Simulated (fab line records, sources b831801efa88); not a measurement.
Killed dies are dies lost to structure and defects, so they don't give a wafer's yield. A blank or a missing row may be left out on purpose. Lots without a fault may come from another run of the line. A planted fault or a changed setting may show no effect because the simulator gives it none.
A struck lot beside a sound one | flow sky130 | 31 steps out of a route of 708
Sound: wafers L500.3, L500.5, L500.6. Struck: wafers L499.2, L499.3, L499.6. The cause comes at the end.
At each step with rows: each side's tool, then ch and its chambers, then its first start. Under that, the readings that differ: sound wafers | struck wafers | difference of the means | sigmas: that difference in standard deviations of wafers without a fault.
alike: readings whose means differ by less than 2 such deviations, and words and numbers that are the same on both sides. not compared: withheld readings, readings that some wafer has no value for, bounds like >300 that may hide the same value, and numbers for which the record gives no deviation and whose values overlap.
The two part at a step that has a row with sigmas, a row that says differs or no value, or rows on one side only. Numbers that don't overlap but have no deviation are shown without sigmas and don't part them. A reading that every wafer of one side lacks parts them only if that side has two wafers or more.

first, 1 step without rows for these wafers: SKY_PWDE_IMPLANT_08.
SKY_PWDE_STRIP_09: strips in O2/N2.
  sound on plasma_asher-04 ch 0,1, day 8 12:29; struck on plasma_asher-03 ch 0,1, day 8 12:43
  alike: drypump_motor_current_A, oes_product_au, strip_time_to_endpoint_s
  not compared: rf_hours_counter_h
SKY_PWDE_TW_MEAS_10:
  sound on film_metro-01, day 8 12:34; struck on film_metro-02, day 8 12:49
  alike: PWDE_TW
then, 7 steps without rows for these wafers: SKY_NWELL_DEHYDRATE_03 (time 60 s); SKY_NWELL_HMDS_04 (prime time 60 s); SKY_NWELL_COAT_05 (resist thk 3000 nm); SKY_NWELL_SOFTBAKE_06; SKY_NWELL_EXPOSE_07 (exposes mask NWM, target cd 840 nm); SKY_NWELL_PEB_08; SKY_NWELL_DEVELOP_09 (develop time 60 s).
SKY_NWELL_OVL_MEAS_10:
  sound on overlay-01, day 9 08:40; struck on overlay-01, day 9 09:02
  alike: NWELL_00_OVL
then, 1 step without rows for these wafers: SKY_NWELL_IMPLANT_11.
SKY_NWELL_IMPLANT_12:
  sound on implanter-04 ch 0, day 9 08:53; struck on implanter-03 ch 0, day 9 09:33
then, 1 step without rows for these wafers: SKY_NWELL_IMPLANT_13.
SKY_NWELL_STRIP_14: strips in O2/N2.
  sound on plasma_asher-04 ch 0,1, day 9 09:10; struck on plasma_asher-02 ch 0,1, day 9 09:49
  alike: drypump_motor_current_A, oes_product_au, strip_time_to_endpoint_s
  not compared: rf_hours_counter_h
SKY_NWELL_TW_MEAS_15:
  sound on film_metro-02, day 9 09:16; struck on film_metro-01, day 9 09:56
  reading  | sound          | struck         | difference | sigmas
  NWELL_TW | 1796 1820 1803 | 1871 1866 1871 | +63        | +3
then, 7 steps without rows for these wafers: SKY_NWELL_DEHYDRATE_16 (time 60 s); SKY_NWELL_HMDS_17 (prime time 60 s); SKY_NWELL_COAT_18 (resist thk 3000 nm); SKY_NWELL_SOFTBAKE_19; SKY_NWELL_EXPOSE_20 (exposes mask NWM COMPLEMENT, target cd 840 nm); SKY_NWELL_PEB_21; SKY_NWELL_DEVELOP_22 (develop time 60 s).
SKY_NWELL_OVL_MEAS_23:
  sound on overlay-02, day 10 07:05; struck on overlay-01, day 10 07:17
  alike: NWELL_01_OVL
then, 1 step without rows for these wafers: SKY_NWELL_IMPLANT_24.
SKY_NWELL_STRIP_25: strips in O2/N2.
  sound on plasma_asher-02 ch 0,1, day 10 07:17; struck on plasma_asher-03 ch 0,1, day 10 07:28
  alike: drypump_motor_current_A, oes_product_au, strip_time_to_endpoint_s
  not compared: rf_hours_counter_h
SKY_NWELL_TW_MEAS_26:
  sound on film_metro-03, day 10 07:22; struck on film_metro-02, day 10 07:34
  alike: NWELL_2_TW
then, 1 step without rows for these wafers: SKY_NWELL_CLEAN_27 (cleans in SC1/SC2, time 150 s).
SKY_NWELL_RTA_28: time 30 s.
  sound on rtp_anneal-01 ch 0, day 10 07:30; struck on rtp_anneal-02 ch 0, day 10 07:41
  alike: lamp_power_pct, wafer_temp_C_max
SKY_NWELL_RS_MEAS_29: measures by four-point-probe.
  sound on film_metro-01, day 10 07:37; struck on film_metro-03, day 10 07:47
  reading           | sound             | struck            | difference | sigmas
  NWELL_RS (ohm/sq) | 626.3 625.3 625.8 | 594.1 594.3 593.8 | -31.7      | -21
-- the record jumps here: 40 days lie between the struck wafers' starts before and after (it left off in module NWELL and takes up again in module PAD_OPEN, whose first step shown is number 708 of the route) --
SKY_PAD_OPEN_PROBE_99:
  sound on prober-02, day 50 01:26; struck on prober-01, day 50 06:30
  reading                                | sound                         | struck                        | difference | sigmas
  model.etest.nfet_16v.r_on_ohm_um       | 1.417e+04 1.417e+04 1.415e+04 | 1.372e+04 1.358e+04 1.357e+04 | -5.400e+02 |
  model.etest.pfet_16v.r_on_ohm_um       | 1.509e+04 1.505e+04 1.491e+04 | 1.605e+04 1.576e+04 1.575e+04 | +8.367e+02 |
  model.etest.pfet_g5v0d10v5.r_on_ohm_um | 4833 4878 4850                | 5254 5284 5264                | +414       |
  model.etest.tip_p_5v.rs_ohm_sq         | 2851 2866 2864                | 3088 3059 3058                | +208       |
  model.etest.pfet_01v8.r_on_ohm_um      | 2903 2981 2920                | 3058 3013 2989                | +85        |
  model.etest.pfet_g5v0d10v5.drive_ua_um | 333.1 328.8 330.2             | 297.5 297.2 296.7             | -33.6      |
  model.etest.pfet_01v8_lvt.drive_ua_um  | 174.8 169.9 171.2             | 142.7 143.9 145               | -28.1      |
  alike: killed_at_M0_to_M3, killed_at_M4_up, killed_at_contacts, killed_at_front_end, killed_at_other, killed_dies, killed_open, killed_short
  not compared: model.etest.tip_p.rs_ohm_sq

WHERE THEY PART
First at SKY_NWELL_TW_MEAS_15; last, within this record, at SKY_NWELL_RS_MEAS_29. Later steps at which nothing parts them and some readings are alike: SKY_PAD_OPEN_PROBE_99.

WHY: what the simulator had put in
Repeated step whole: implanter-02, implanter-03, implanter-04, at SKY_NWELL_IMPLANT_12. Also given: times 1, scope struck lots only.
